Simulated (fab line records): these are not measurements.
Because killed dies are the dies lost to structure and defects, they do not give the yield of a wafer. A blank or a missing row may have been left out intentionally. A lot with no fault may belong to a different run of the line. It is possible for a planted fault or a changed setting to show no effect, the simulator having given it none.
fab line records || flow sky130
record {"lots": 6, "wafers": 18, "lastDay": 50}
route steps=708 shown SONOS_TUNNEL@165 SONOS_ONO@168 PAD_OPEN@708
lots with no fault: from the same line, run without faults
startH: hours from the record's opening day to when the first of the lot's shown wafers began || waitH: how many hours have passed since the lot's step before this one || " the same as in the row above || L1.1+2: one row covering several wafers at once || - either no value or no given start || * or withheld: withheld || < > ~ a bound
route shown NAME@n: a module of which the file shows steps, and the number in the route of the first || usual: average and standard deviation across the fault-free wafers || same: alike in all rows || chamber/n: place in a boat || sites: the reading at each site || _std_site: how widely they spread, as a standard deviation || _edge_site: mean of outer sites minus mean of inner sites || radiusMm: how far each site lies from the wafer's centre || mask NAME#n: copy n || behind: tool/chamber where the wafer was last shaped || hold: cause of the lot's hold/its duration in hours/its outcome || device: the n, p or np transistor that did not switch || end of line: the tests these same wafers got at the end of their route || a step without rows: its recipe alone || killed: not the wafer's yield, but the dies lost to structure and defects at the first sort || map: the dies of a wafer, with x for killed, . for not killed, _ for no die there
set.NAME: setting as actually run; set.NAME@STEP: the setting as run at that earlier step || model.NAME: the simulator's own value behind a step, which no gauge read
lots at some steps of the route; a table a step, a row a wafer
## steps
# step SKY_SONOS_TUNNEL_STRIP_11
# recipe {"chemistry": "SPM", "timeS": 600, "tempC": 130}
# step SKY_SONOS_TUNNEL_TW_MEAS_12
# usual {"SONOS_TUNNEL_TW": "198.2/1.6"}
{"lot.wafer": "L567.2", "tool": "filmMetro-03", "chamber": "-", "startH": 284.33, "waitH": 0.0, "SONOS_TUNNEL_TW": 198.5}
{"lot.wafer": "L567.4", "tool": "filmMetro-03", "chamber": "-", "startH": 284.33, "waitH": 0.0, "SONOS_TUNNEL_TW": 199.2}
{"lot.wafer": "L567.5", "tool": "filmMetro-03", "chamber": "-", "startH": 284.33, "waitH": 0.0, "SONOS_TUNNEL_TW": 198.3}
{"lot.wafer": "L570.2", "tool": "filmMetro-01", "chamber": "-", "startH": 306.12, "waitH": 0.0, "SONOS_TUNNEL_TW": 198.0}
{"lot.wafer": "L570.3", "tool": "filmMetro-01", "chamber": "-", "startH": 306.12, "waitH": 0.0, "SONOS_TUNNEL_TW": 197.7}
{"lot.wafer": "L570.4", "tool": "filmMetro-01", "chamber": "-", "startH": 306.12, "waitH": 0.0, "SONOS_TUNNEL_TW": 197.5}
{"lot.wafer": "L579.1", "tool": "filmMetro-03", "chamber": "-", "startH": 382.32, "waitH": 0.0, "SONOS_TUNNEL_TW": 198.4}
{"lot.wafer": "L579.3", "tool": "filmMetro-03", "chamber": "-", "startH": 382.32, "waitH": 0.0, "SONOS_TUNNEL_TW": 199.2}
{"lot.wafer": "L579.4", "tool": "filmMetro-03", "chamber": "-", "startH": 382.32, "waitH": 0.0, "SONOS_TUNNEL_TW": 197.8}
{"lot.wafer": "L580.1", "tool": "filmMetro-01", "chamber": "-", "startH": 390.21, "waitH": 0.0, "SONOS_TUNNEL_TW": 197.5}
{"lot.wafer": "L580.3", "tool": "filmMetro-01", "chamber": "-", "startH": 390.21, "waitH": 0.0, "SONOS_TUNNEL_TW": 196.8}
{"lot.wafer": "L580.5", "tool": "filmMetro-01", "chamber": "-", "startH": 390.21, "waitH": 0.0, "SONOS_TUNNEL_TW": 197.7}
{"lot.wafer": "L582.1", "tool": "filmMetro-04", "chamber": "-", "startH": 402.56, "waitH": 0.0, "SONOS_TUNNEL_TW": 199.9}
{"lot.wafer": "L582.2", "tool": "filmMetro-04", "chamber": "-", "startH": 402.56, "waitH": 0.0, "SONOS_TUNNEL_TW": 200.0}
{"lot.wafer": "L582.5", "tool": "filmMetro-04", "chamber": "-", "startH": 402.56, "waitH": 0.0, "SONOS_TUNNEL_TW": 199.2}
{"lot.wafer": "L586.2", "tool": "filmMetro-04", "chamber": "-", "startH": 442.02, "waitH": 0.0, "SONOS_TUNNEL_TW": 199.2}
{"lot.wafer": "L586.5", "tool": "filmMetro-04", "chamber": "-", "startH": 442.02, "waitH": 0.0, "SONOS_TUNNEL_TW": 199.3}
{"lot.wafer": "L586.6", "tool": "filmMetro-04", "chamber": "-", "startH": 442.02, "waitH": 0.0, "SONOS_TUNNEL_TW": 200.2}
# step SKY_SONOS_TUNNEL_CLEAN_13
# recipe {"chemistry": "dHF", "timeS": 20, "dilution": "100:1", "dry": "ipaMarangoni"}
# step SKY_SONOS_ONO_OXIDATION_00
# recipe {"tempC": 800, "ambient": "O2", "idleTempC": 700, "rampUpCPerMin": 10, "rampDownCPerMin": 3, "stabiliseS": 600, "purgeS": 300, "targetThkA": 26, "oxTimeS": 1249}
# step SKY_SONOS_ONO_THK_MEAS_01
# recipe {"reads": "SiO2_of_SONOS_ONO_OXIDATION_00"}
# usual {"SONOS_ONO_OXIDATION_THK": "2.59/0.053"}
{"lot.wafer": "L567.2", "tool": "filmMetro-02", "chamber": "-", "startH": 285.93, "waitH": 0.0, "SONOS_ONO_OXIDATION_THK[nm]": 2.55}
{"lot.wafer": "L567.4", "tool": "filmMetro-02", "chamber": "-", "startH": 285.93, "waitH": 0.0, "SONOS_ONO_OXIDATION_THK[nm]": 2.60}
{"lot.wafer": "L567.5", "tool": "filmMetro-02", "chamber": "-", "startH": 285.93, "waitH": 0.0, "SONOS_ONO_OXIDATION_THK[nm]": 2.60}
{"lot.wafer": "L570.2", "tool": "filmMetro-02", "chamber": "-", "startH": 307.77, "waitH": 0.0, "SONOS_ONO_OXIDATION_THK[nm]": 2.67}
{"lot.wafer": "L570.3", "tool": "filmMetro-02", "chamber": "-", "startH": 307.77, "waitH": 0.0, "SONOS_ONO_OXIDATION_THK[nm]": 2.66}
{"lot.wafer": "L570.4", "tool": "filmMetro-02", "chamber": "-", "startH": 307.77, "waitH": 0.0, "SONOS_ONO_OXIDATION_THK[nm]": 2.71}
{"lot.wafer": "L579.1", "tool": "filmMetro-04", "chamber": "-", "startH": 385.61, "waitH": 0.0, "SONOS_ONO_OXIDATION_THK[nm]": 2.55}
{"lot.wafer": "L579.3", "tool": "filmMetro-04", "chamber": "-", "startH": 385.61, "waitH": 0.0, "SONOS_ONO_OXIDATION_THK[nm]": 2.53}
{"lot.wafer": "L579.4", "tool": "filmMetro-04", "chamber": "-", "startH": 385.61, "waitH": 0.0, "SONOS_ONO_OXIDATION_THK[nm]": 2.61}
{"lot.wafer": "L580.1", "tool": "filmMetro-02", "chamber": "-", "startH": 395.37, "waitH": 0.0, "SONOS_ONO_OXIDATION_THK[nm]": 2.58}
{"lot.wafer": "L580.3", "tool": "filmMetro-02", "chamber": "-", "startH": 395.37, "waitH": 0.0, "SONOS_ONO_OXIDATION_THK[nm]": 2.51}
{"lot.wafer": "L580.5", "tool": "filmMetro-02", "chamber": "-", "startH": 395.37, "waitH": 0.0, "SONOS_ONO_OXIDATION_THK[nm]": 2.57}
{"lot.wafer": "L582.1", "tool": "filmMetro-01", "chamber": "-", "startH": 406.50, "waitH": 0.0, "SONOS_ONO_OXIDATION_THK[nm]": 2.53}
{"lot.wafer": "L582.2", "tool": "filmMetro-01", "chamber": "-", "startH": 406.50, "waitH": 0.0, "SONOS_ONO_OXIDATION_THK[nm]": 2.53}
{"lot.wafer": "L582.5", "tool": "filmMetro-01", "chamber": "-", "startH": 406.50, "waitH": 0.0, "SONOS_ONO_OXIDATION_THK[nm]": 2.54}
{"lot.wafer": "L586.2", "tool": "filmMetro-02", "chamber": "-", "startH": 443.97, "waitH": 0.0, "SONOS_ONO_OXIDATION_THK[nm]": 2.48}
{"lot.wafer": "L586.5", "tool": "filmMetro-02", "chamber": "-", "startH": 443.97, "waitH": 0.0, "SONOS_ONO_OXIDATION_THK[nm]": 2.55}
{"lot.wafer": "L586.6", "tool": "filmMetro-02", "chamber": "-", "startH": 443.97, "waitH": 0.0, "SONOS_ONO_OXIDATION_THK[nm]": 2.63}
# step SKY_SONOS_ONO_CVD_02
# recipe {"material": "Si3N4", "precursor": "DCS/NH3", "targetThkNm": 10.5, "tempC": 770, "timeS": 180, "pressureMtorr": 250}
# step SKY_SONOS_ONO_THK_MEAS_03
# recipe {"reads": "Si3N4_of_SONOS_ONO_CVD_02"}
# usual {"SONOS_ONO_CVD_02_THK": "10.50/0.15"}
{"lot.wafer": "L567.2", "tool": "filmMetro-02", "chamber": "-", "startH": 287.57, "waitH": 0.0, "SONOS_ONO_CVD_02_THK[nm]": 10.60}
{"lot.wafer": "L567.4", "tool": "filmMetro-02", "chamber": "-", "startH": 287.57, "waitH": 0.0, "SONOS_ONO_CVD_02_THK[nm]": 10.62}
{"lot.wafer": "L567.5", "tool": "filmMetro-02", "chamber": "-", "startH": 287.57, "waitH": 0.0, "SONOS_ONO_CVD_02_THK[nm]": 10.78}
{"lot.wafer": "L570.2", "tool": "filmMetro-04", "chamber": "-", "startH": 310.64, "waitH": 0.0, "SONOS_ONO_CVD_02_THK[nm]": 10.44}
{"lot.wafer": "L570.3", "tool": "filmMetro-04", "chamber": "-", "startH": 310.64, "waitH": 0.0, "SONOS_ONO_CVD_02_THK[nm]": 10.44}
{"lot.wafer": "L570.4", "tool": "filmMetro-04", "chamber": "-", "startH": 310.64, "waitH": 0.0, "SONOS_ONO_CVD_02_THK[nm]": 10.36}
{"lot.wafer": "L579.1", "tool": "filmMetro-01", "chamber": "-", "startH": 386.72, "waitH": 0.0, "SONOS_ONO_CVD_02_THK[nm]": 10.72}
{"lot.wafer": "L579.3", "tool": "filmMetro-01", "chamber": "-", "startH": 386.72, "waitH": 0.0, "SONOS_ONO_CVD_02_THK[nm]": 10.50}
{"lot.wafer": "L579.4", "tool": "filmMetro-01", "chamber": "-", "startH": 386.72, "waitH": 0.0, "SONOS_ONO_CVD_02_THK[nm]": 10.60}
{"lot.wafer": "L580.1", "tool": "filmMetro-02", "chamber": "-", "startH": 398.41, "waitH": 0.0, "SONOS_ONO_CVD_02_THK[nm]": 10.29}
{"lot.wafer": "L580.3", "tool": "filmMetro-02", "chamber": "-", "startH": 398.41, "waitH": 0.0, "SONOS_ONO_CVD_02_THK[nm]": 10.35}
{"lot.wafer": "L580.5", "tool": "filmMetro-02", "chamber": "-", "startH": 398.41, "waitH": 0.0, "SONOS_ONO_CVD_02_THK[nm]": 10.35}
{"lot.wafer": "L582.1", "tool": "filmMetro-04", "chamber": "-", "startH": 407.86, "waitH": 0.0, "SONOS_ONO_CVD_02_THK[nm]": 10.42}
{"lot.wafer": "L582.2", "tool": "filmMetro-04", "chamber": "-", "startH": 407.86, "waitH": 0.0, "SONOS_ONO_CVD_02_THK[nm]": 10.40}
{"lot.wafer": "L582.5", "tool": "filmMetro-04", "chamber": "-", "startH": 407.86, "waitH": 0.0, "SONOS_ONO_CVD_02_THK[nm]": 10.51}
{"lot.wafer": "L586.2", "tool": "filmMetro-01", "chamber": "-", "startH": 445.60, "waitH": 0.0, "SONOS_ONO_CVD_02_THK[nm]": 10.45}
{"lot.wafer": "L586.5", "tool": "filmMetro-01", "chamber": "-", "startH": 445.60, "waitH": 0.0, "SONOS_ONO_CVD_02_THK[nm]": 10.49}
{"lot.wafer": "L586.6", "tool": "filmMetro-01", "chamber": "-", "startH": 445.60, "waitH": 0.0, "SONOS_ONO_CVD_02_THK[nm]": 10.35}
# step SKY_SONOS_ONO_CVD_04
# recipe {"material": "SiO2", "precursor": "SiH4/N2O", "targetThkNm": 5.7199, "tempC": 900, "pressureMtorr": 400}
# step SKY_SONOS_ONO_THK_MEAS_05
# recipe {"reads": "SiO2_of_SONOS_ONO_CVD_04"}
# usual {"SONOS_ONO_CVD_04_THK": "5.67/0.13"}
{"lot.wafer": "L567.2", "tool": "filmMetro-01", "chamber": "-", "startH": 288.88, "waitH": 0.0, "SONOS_ONO_CVD_04_THK[nm]": 5.64}
{"lot.wafer": "L567.4", "tool": "filmMetro-01", "chamber": "-", "startH": 288.88, "waitH": 0.0, "SONOS_ONO_CVD_04_THK[nm]": 5.64}
{"lot.wafer": "L567.5", "tool": "filmMetro-01", "chamber": "-", "startH": 288.88, "waitH": 0.0, "SONOS_ONO_CVD_04_THK[nm]": 5.66}
{"lot.wafer": "L570.2", "tool": "filmMetro-01", "chamber": "-", "startH": 311.95, "waitH": 0.0, "SONOS_ONO_CVD_04_THK[nm]": 5.51}
{"lot.wafer": "L570.3", "tool": "filmMetro-01", "chamber": "-", "startH": 311.95, "waitH": 0.0, "SONOS_ONO_CVD_04_THK[nm]": 5.64}
{"lot.wafer": "L570.4", "tool": "filmMetro-01", "chamber": "-", "startH": 311.95, "waitH": 0.0, "SONOS_ONO_CVD_04_THK[nm]": 5.60}
{"lot.wafer": "L579.1", "tool": "filmMetro-01", "chamber": "-", "startH": 388.03, "waitH": 0.0, "SONOS_ONO_CVD_04_THK[nm]": 5.78}
{"lot.wafer": "L579.3", "tool": "filmMetro-01", "chamber": "-", "startH": 388.03, "waitH": 0.0, "SONOS_ONO_CVD_04_THK[nm]": 5.70}
{"lot.wafer": "L579.4", "tool": "filmMetro-01", "chamber": "-", "startH": 388.03, "waitH": 0.0, "SONOS_ONO_CVD_04_THK[nm]": 5.73}
{"lot.wafer": "L580.1", "tool": "filmMetro-04", "chamber": "-", "startH": 399.72, "waitH": 0.0, "SONOS_ONO_CVD_04_THK[nm]": 5.45}
{"lot.wafer": "L580.3", "tool": "filmMetro-04", "chamber": "-", "startH": 399.72, "waitH": 0.0, "SONOS_ONO_CVD_04_THK[nm]": 5.54}
{"lot.wafer": "L580.5", "tool": "filmMetro-04", "chamber": "-", "startH": 399.72, "waitH": 0.0, "SONOS_ONO_CVD_04_THK[nm]": 5.53}
{"lot.wafer": "L582.1", "tool": "filmMetro-01", "chamber": "-", "startH": 409.17, "waitH": 0.0, "SONOS_ONO_CVD_04_THK[nm]": 5.60}
{"lot.wafer": "L582.2", "tool": "filmMetro-01", "chamber": "-", "startH": 409.17, "waitH": 0.0, "SONOS_ONO_CVD_04_THK[nm]": 5.42}
{"lot.wafer": "L582.5", "tool": "filmMetro-01", "chamber": "-", "startH": 409.17, "waitH": 0.0, "SONOS_ONO_CVD_04_THK[nm]": 5.48}
{"lot.wafer": "L586.2", "tool": "filmMetro-01", "chamber": "-", "startH": 446.91, "waitH": 0.0, "SONOS_ONO_CVD_04_THK[nm]": 5.60}
{"lot.wafer": "L586.5", "tool": "filmMetro-01", "chamber": "-", "startH": 446.91, "waitH": 0.0, "SONOS_ONO_CVD_04_THK[nm]": 5.78}
{"lot.wafer": "L586.6", "tool": "filmMetro-01", "chamber": "-", "startH": 446.91, "waitH": 0.0, "SONOS_ONO_CVD_04_THK[nm]": 5.62}
# step SKY_SONOS_ONO_DEHYDRATE_06
# recipe {"tempC": 200, "timeS": 60}
# step SKY_SONOS_ONO_HMDS_07
# recipe {"primeTimeS": 60, "primeTempC": 120}
# step SKY_SONOS_ONO_COAT_08
# recipe {"resist": "NOVOLAK", "spinRpm": 3000, "resistThkNm": 1140}
# step SKY_SONOS_ONO_SOFTBAKE_09
# recipe {"tempC": 90, "timeS": 60, "resist": "NOVOLAK"}
# usual {"chillPlateTempC": "22.99/0.09", "heaterPowerTotalW": "56.60/0.044", "runLengthS": "89.15/0.22"}
{"lot.wafer": "L567.2", "tool": "lithoTrack-03", "chamber": 0, "startH": 301.72, "waitH": 0.1, "chillPlateTempC": 23.08, "heaterPowerTotalW": 56.54, "runLengthS": 88.89}
{"lot.wafer": "L567.4", "tool": "lithoTrack-03", "chamber": 0, "startH": 301.72, "waitH": 0.1, "chillPlateTempC": 23.02, "heaterPowerTotalW": 56.59, "runLengthS": 89.09}
{"lot.wafer": "L567.5", "tool": "lithoTrack-03", "chamber": 0, "startH": 301.72, "waitH": 0.1, "chillPlateTempC": 22.90, "heaterPowerTotalW": 56.60, "runLengthS": 88.93}
{"lot.wafer": "L570.2", "tool": "lithoTrack-04", "chamber": 0, "startH": 325.16, "waitH": 0.1, "chillPlateTempC": 22.96, "heaterPowerTotalW": 56.59, "runLengthS": 89.18}
{"lot.wafer": "L570.3", "tool": "lithoTrack-04", "chamber": 0, "startH": 325.16, "waitH": 0.1, "chillPlateTempC": 22.97, "heaterPowerTotalW": 56.60, "runLengthS": 89.22}
{"lot.wafer": "L570.4", "tool": "lithoTrack-04", "chamber": 0, "startH": 325.16, "waitH": 0.1, "chillPlateTempC": 23.08, "heaterPowerTotalW": 56.48, "runLengthS": 89.15}
{"lot.wafer": "L579.1", "tool": "lithoTrack-03", "chamber": 0, "startH": 402.14, "waitH": 0.1, "chillPlateTempC": 23.12, "heaterPowerTotalW": 58.67, "runLengthS": 82.69}
{"lot.wafer": "L579.3", "tool": "lithoTrack-03", "chamber": 0, "startH": 402.14, "waitH": 0.1, "chillPlateTempC": 22.90, "heaterPowerTotalW": 58.57, "runLengthS": 82.68}
{"lot.wafer": "L579.4", "tool": "lithoTrack-03", "chamber": 0, "startH": 402.14, "waitH": 0.1, "chillPlateTempC": 22.98, "heaterPowerTotalW": 58.67, "runLengthS": 82.68}
{"lot.wafer": "L580.1", "tool": "lithoTrack-02", "chamber": 0, "startH": 413.98, "waitH": 0.1, "chillPlateTempC": 22.96, "heaterPowerTotalW": 56.52, "runLengthS": 89.56}
{"lot.wafer": "L580.3", "tool": "lithoTrack-02", "chamber": 0, "startH": 413.98, "waitH": 0.1, "chillPlateTempC": 23.05, "heaterPowerTotalW": 56.53, "runLengthS": 89.71}
{"lot.wafer": "L580.5", "tool": "lithoTrack-02", "chamber": 0, "startH": 413.98, "waitH": 0.1, "chillPlateTempC": 22.95, "heaterPowerTotalW": 56.62, "runLengthS": 89.55}
{"lot.wafer": "L582.1", "tool": "lithoTrack-03", "chamber": 0, "startH": 423.84, "waitH": 0.1, "chillPlateTempC": 23.05, "heaterPowerTotalW": 58.65, "runLengthS": 82.62}
{"lot.wafer": "L582.2", "tool": "lithoTrack-03", "chamber": 0, "startH": 423.84, "waitH": 0.1, "chillPlateTempC": 23.05, "heaterPowerTotalW": 58.65, "runLengthS": 82.87}
{"lot.wafer": "L582.5", "tool": "lithoTrack-03", "chamber": 0, "startH": 423.84, "waitH": 0.1, "chillPlateTempC": 22.96, "heaterPowerTotalW": 58.61, "runLengthS": 82.90}
{"lot.wafer": "L586.2", "tool": "lithoTrack-02", "chamber": 0, "startH": 462.41, "waitH": 0.1, "chillPlateTempC": 23.15, "heaterPowerTotalW": 56.60, "runLengthS": 89.35}
{"lot.wafer": "L586.5", "tool": "lithoTrack-02", "chamber": 0, "startH": 462.41, "waitH": 0.1, "chillPlateTempC": 23.07, "heaterPowerTotalW": 56.54, "runLengthS": 89.44}
{"lot.wafer": "L586.6", "tool": "lithoTrack-02", "chamber": 0, "startH": 462.41, "waitH": 0.1, "chillPlateTempC": 23.14, "heaterPowerTotalW": 56.59, "runLengthS": 89.36}
# step SKY_SONOS_ONO_EXPOSE_10
# recipe {"maskId": "ONOM", "targetCdNm": 410, "na": 0.6, "sourceShape": "conventional", "sigmaOuter": 0.6, "doseMj": 150}
# step SKY_PAD_OPEN_PROBE_99
# usual {"killed_at_M0_to_M3": "42/7.6", "killed_at_M4_up": "2.9/1.7", "killedAtContacts": "24/5.1", "killedAtFrontEnd": "15/4", "killedAtOther": "0.2/0.38", "killedDies": "84/9.9", "killedOpen": "46/7.2", "killedShort": "38/6.6"}
# same {"grossDies": 492, "killedAtBackSide": 0}
{"lot.wafer": "L567.2", "tool": "prober-02", "chamber": "-", "startH": 1102.04, "waitH": 0.1, "killed_at_M0_to_M3": 40, "killed_at_M4_up": 3, "killedAtContacts": 22, "killedAtFrontEnd": 17, "killedAtOther": 0, "killedDies": 82, "killedOpen": 41, "killedShort": 41}
{"lot.wafer": "L567.4", "tool": "prober-02", "chamber": "-", "startH": 1102.14, "waitH": 0.2, "killed_at_M0_to_M3": 49, "killed_at_M4_up": 3, "killedAtContacts": 24, "killedAtFrontEnd": 20, "killedAtOther": 0, "killedDies": 96, "killedOpen": 50, "killedShort": 46}
{"lot.wafer": "L567.5", "tool": "prober-02", "chamber": "-", "startH": 1102.19, "waitH": 0.2, "killed_at_M0_to_M3": 37, "killed_at_M4_up": 2, "killedAtContacts": 26, "killedAtFrontEnd": 20, "killedAtOther": 0, "killedDies": 85, "killedOpen": 46, "killedShort": 39}
{"lot.wafer": "L579.1", "tool": "prober-02", "chamber": "-", "startH": 1169.45, "waitH": 0.1, "killed_at_M0_to_M3": 41, "killed_at_M4_up": 3, "killedAtContacts": 12, "killedAtFrontEnd": 16, "killedAtOther": 1, "killedDies": 73, "killedOpen": 45, "killedShort": 28}
{"lot.wafer": "L579.3", "tool": "prober-02", "chamber": "-", "startH": 1169.55, "waitH": 0.2, "killed_at_M0_to_M3": 46, "killed_at_M4_up": 5, "killedAtContacts": 23, "killedAtFrontEnd": 9, "killedAtOther": 0, "killedDies": 83, "killedOpen": 51, "killedShort": 32}
{"lot.wafer": "L579.4", "tool": "prober-02", "chamber": "-", "startH": 1169.60, "waitH": 0.2, "killed_at_M0_to_M3": 53, "killed_at_M4_up": 7, "killedAtContacts": 23, "killedAtFrontEnd": 10, "killedAtOther": 0, "killedDies": 93, "killedOpen": 44, "killedShort": 49}
{"lot.wafer": "L580.1", "tool": "prober-01", "chamber": "-", "startH": 1181.30, "waitH": 0.1, "killed_at_M0_to_M3": 30, "killed_at_M4_up": 5, "killedAtContacts": 25, "killedAtFrontEnd": 10, "killedAtOther": 0, "killedDies": 70, "killedOpen": 45, "killedShort": 25}
{"lot.wafer": "L580.3", "tool": "prober-01", "chamber": "-", "startH": 1181.40, "waitH": 0.2, "killed_at_M0_to_M3": 44, "killed_at_M4_up": 5, "killedAtContacts": 23, "killedAtFrontEnd": 16, "killedAtOther": 0, "killedDies": 88, "killedOpen": 51, "killedShort": 37}
{"lot.wafer": "L580.5", "tool": "prober-01", "chamber": "-", "startH": 1181.50, "waitH": 0.2, "killed_at_M0_to_M3": 37, "killed_at_M4_up": 2, "killedAtContacts": 26, "killedAtFrontEnd": 16, "killedAtOther": 0, "killedDies": 81, "killedOpen": 49, "killedShort": 32}
{"lot.wafer": "L582.1", "tool": "prober-01", "chamber": "-", "startH": 1182.80, "waitH": 0.1, "killed_at_M0_to_M3": 53, "killed_at_M4_up": 2, "killedAtContacts": 23, "killedAtFrontEnd": 13, "killedAtOther": 0, "killedDies": 91, "killedOpen": 51, "killedShort": 40}
{"lot.wafer": "L582.2", "tool": "prober-01", "chamber": "-", "startH": 1182.85, "waitH": 0.1, "killed_at_M0_to_M3": 43, "killed_at_M4_up": 5, "killedAtContacts": 16, "killedAtFrontEnd": 20, "killedAtOther": 0, "killedDies": 84, "killedOpen": 45, "killedShort": 39}
{"lot.wafer": "L582.5", "tool": "prober-01", "chamber": "-", "startH": 1183.00, "waitH": 0.2, "killed_at_M0_to_M3": 36, "killed_at_M4_up": 5, "killedAtContacts": 29, "killedAtFrontEnd": 17, "killedAtOther": 1, "killedDies": 88, "killedOpen": 48, "killedShort": 40}
{"lot.wafer": "L586.2", "tool": "prober-01", "chamber": "-", "startH": 1203.91, "waitH": 0.1, "killed_at_M0_to_M3": 50, "killed_at_M4_up": 0, "killedAtContacts": 21, "killedAtFrontEnd": 13, "killedAtOther": 0, "killedDies": 84, "killedOpen": 46, "killedShort": 38}
{"lot.wafer": "L586.5", "tool": "prober-01", "chamber": "-", "startH": 1204.06, "waitH": 0.2, "killed_at_M0_to_M3": 33, "killed_at_M4_up": 2, "killedAtContacts": 26, "killedAtFrontEnd": 11, "killedAtOther": 0, "killedDies": 72, "killedOpen": 40, "killedShort": 32}
{"lot.wafer": "L586.6", "tool": "prober-01", "chamber": "-", "startH": 1204.11, "waitH": 0.2, "killed_at_M0_to_M3": 43, "killed_at_M4_up": 4, "killedAtContacts": 17, "killedAtFrontEnd": 12, "killedAtOther": 0, "killedDies": 76, "killedOpen": 36, "killedShort": 40}
# killed by level:class
L567.2 VIA1:geometricParticle:open=8 CONTACT:geometricParticle:open=6 METAL1:geometricParticle:short=6 VIA1:geometricParticle:short=6 FIELD_ISO:geometricParticle:short=5 CONTACT:geometricParticle:short=5 METAL2:geometricParticle:short=5 VIA3:geometricParticle:open=5
L567.4 VIA1:geometricParticle:open=13 CONTACT:geometricParticle:open=8 LOCAL_INTERCONNECT:geometricParticle:short=7 VIA2:geometricParticle:open=7 VIA3:geometricParticle:open=6 METAL1:geometricParticle:short=6 METAL2:geometricParticle:short=6 FIELD_ISO:geometricParticle:open=5
L567.5 VIA1:geometricParticle:open=14 CONTACT:geometricParticle:open=10 METAL1:geometricParticle:short=9 FIELD_ISO:geometricParticle:short=6 POLY_GATE:geometricParticle:open=5 LOCAL_INTERCONNECT:geometricParticle:short=5 FIELD_ISO:geometricParticle:open=4 LI_CONTACT:geometricParticle:short=4
L579.1 VIA1:geometricParticle:open=10 VIA3:geometricParticle:open=10 VIA2:geometricParticle:open=7 POLY_GATE:geometricParticle:short=5 LI_CONTACT:geometricParticle:open=5 POLY_GATE:geometricParticle:open=4 VIA1:geometricParticle:short=4 FIELD_ISO:geometricParticle:open=3
L579.3 VIA1:geometricParticle:open=14 CONTACT:geometricParticle:open=9 VIA2:geometricParticle:open=7 VIA3:geometricParticle:open=7 LI_CONTACT:geometricParticle:open=6 METAL2:geometricParticle:short=6 METAL1:geometricParticle:short=5 LOCAL_INTERCONNECT:geometricParticle:short=3
L579.4 VIA1:geometricParticle:open=13 LI_CONTACT:geometricParticle:open=8 METAL2:geometricParticle:short=7 VIA2:geometricParticle:open=7 METAL3:geometricParticle:short=7 VIA1:geometricParticle:short=6 LOCAL_INTERCONNECT:geometricParticle:short=5 CONTACT:geometricParticle:open=5
L580.1 CONTACT:geometricParticle:open=9 VIA3:geometricParticle:open=9 LI_CONTACT:geometricParticle:open=8 VIA1:geometricParticle:open=6 FIELD_ISO:geometricParticle:open=4 CONTACT:geometricParticle:short=4 VIA3:geometricParticle:short=3 POLY_GATE:geometricParticle:short=2
L580.3 VIA1:geometricParticle:open=12 CONTACT:geometricParticle:open=12 METAL1:geometricParticle:short=9 FIELD_ISO:geometricParticle:open=7 VIA3:geometricParticle:open=7 LI_CONTACT:geometricParticle:open=5 METAL4:geometricParticle:short=5 VIA3:geometricParticle:short=4
L580.5 METAL1:geometricParticle:short=9 LI_CONTACT:geometricParticle:open=9 CONTACT:geometricParticle:open=9 VIA1:geometricParticle:open=8 VIA3:geometricParticle:open=6 FIELD_ISO:geometricParticle:open=5 FIELD_ISO:geometricParticle:short=4 POLY_GATE:geometricParticle:open=4
L582.1 VIA1:geometricParticle:open=12 VIA1:geometricParticle:short=10 CONTACT:geometricParticle:open=8 VIA2:geometricParticle:open=7 FIELD_ISO:geometricParticle:open=6 LI_CONTACT:geometricParticle:open=6 CONTACT:geometricParticle:short=5 METAL3:geometricParticle:short=5
L582.2 VIA1:geometricParticle:open=13 VIA3:geometricParticle:open=7 POLY_GATE:geometricParticle:short=6 LI_CONTACT:geometricParticle:open=6 VIA2:geometricParticle:open=6 VIA1:geometricParticle:short=5 FIELD_ISO:geometricParticle:open=4 FIELD_ISO:geometricParticle:short=4
L582.5 CONTACT:geometricParticle:open=10 FIELD_ISO:geometricParticle:open=6 CONTACT:geometricParticle:short=6 VIA1:geometricParticle:open=6 LI_CONTACT:geometricParticle:open=5 METAL1:geometricParticle:short=5 VIA2:geometricParticle:open=5 VIA3:geometricParticle:open=5
L586.2 VIA1:geometricParticle:open=15 METAL1:geometricParticle:short=8 LI_CONTACT:geometricParticle:open=6 METAL2:geometricParticle:short=6 VIA2:geometricParticle:open=6 FIELD_ISO:geometricParticle:open=5 LOCAL_INTERCONNECT:geometricParticle:short=5 VIA3:geometricParticle:open=5
L586.5 VIA1:geometricParticle:open=8 LI_CONTACT:geometricParticle:open=7 CONTACT:geometricParticle:open=7 LOCAL_INTERCONNECT:geometricParticle:short=6 VIA2:geometricParticle:open=5 VIA3:geometricParticle:open=5 POLY_GATE:geometricParticle:open=4 POLY_GATE:geometricParticle:short=4
L586.6 VIA1:geometricParticle:open=10 METAL1:geometricParticle:short=7 LI_CONTACT:geometricParticle:open=6 VIA1:geometricParticle:short=6 VIA2:geometricParticle:short=6 CONTACT:geometricParticle:open=5 LOCAL_INTERCONNECT:geometricParticle:short=4 METAL2:geometricParticle:short=4
## key
firstSign {"step": "SKY_SONOS_ONO_SOFTBAKE_09", "reading": "heaterPowerTotalW", "direction": "up", "sigmas": 46, "usual": "*", "struck": "*"}
effect {"step": "SKY_SONOS_ONO_SOFTBAKE_09", "reading": "runLengthS", "direction": "down", "sigmas": 29, "usual": "*", "struck": "*"}
metAt SKY_SONOS_ONO_SOFTBAKE_09
struckWafers L579.1,L579.3,L579.4,L582.1,L582.2,L582.5
testerLeftOut L579,L582
onsetBetween 301.72 402.14
fault {"kind": "processParameterDrift", "tool": "lithoTrack-03", "chamber": "-", "onsetH": 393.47, "steps": "SKY_SONOS_ONO_SOFTBAKE_09", "channel": "timeS", "offset": "*", "shape": "step", "endH": 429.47, "actsIn": "*", "stated": "*"}
# testerLeftOut: of these lots the tester's yield and bins aren't shown, on N5 and GAA mostly nor the transistor test; their killed dies are dies lost to structure and defects alone, not to doping, threshold or leakage, so they don't give the yield
